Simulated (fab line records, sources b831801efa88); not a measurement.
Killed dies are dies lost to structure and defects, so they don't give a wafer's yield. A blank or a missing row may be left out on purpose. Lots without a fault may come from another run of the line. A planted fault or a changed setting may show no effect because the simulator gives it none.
Chamber matching | flow sky130 | SKY_CONTACT_CVD_00 on pecvd-01: 3 sister chambers
The step deposits Si3N4, target thk 75 nm. 3 wafers are shown with their chamber, then 11 later ones without.

WAFERS WITH THEIR CHAMBER
wafer  | chamber | heater_power_w (W)
L084.3 | 0       | 586
L086.3 | 2       | 681
L088.2 | 1       | 665

WAFERS WITHOUT THEIR CHAMBER
wafer  | heater_power_w (W)
L088.3 | 623
L088.5 | 653
L089.1 | 552
L089.2 | 606
L089.6 | 588
L095.1 | 607
L095.2 | 661
L095.4 | 638
L096.1 | 579
L096.4 | 663
L096.5 | 613

WHICH CHAMBER EACH WENT THROUGH
wafer  | from the rows above          | in truth
L088.3 | can't be placed: 0 or 1 or 2 | 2
L088.5 | can't be placed: 1 or 2      | 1
L089.1 | 0                            | 0
L089.2 | can't be placed: 0 or 1      | 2
L089.6 | 0                            | 0
L095.1 | can't be placed: 0 or 1      | 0
L095.2 | can't be placed: 1 or 2      | 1
L095.4 | can't be placed: 1 or 2 or 0 | 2
L096.1 | 0                            | 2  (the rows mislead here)
L096.4 | can't be placed: 1 or 2      | 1
L096.5 | can't be placed: 0 or 1 or 2 | 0
Placed correctly: 2 of 11. Can't be placed from these rows: 8 (the true chamber is among the candidates in 7). Placed wrongly: 1.
How it was worked out, from the rows above alone: a wafer's distance from a chamber is the root of the sum, over the readings, of the square of ((its reading less the chamber's mean) divided by the reading's scatter). The wafer belongs to the nearest chamber; if the next one is less than 2 further off, it can't be placed. A chamber's mean is the mean of its shown wafers. The scatter: with one shown wafer a chamber, the root of the mean of the squares of how far each hidden wafer lies from its nearest shown one.
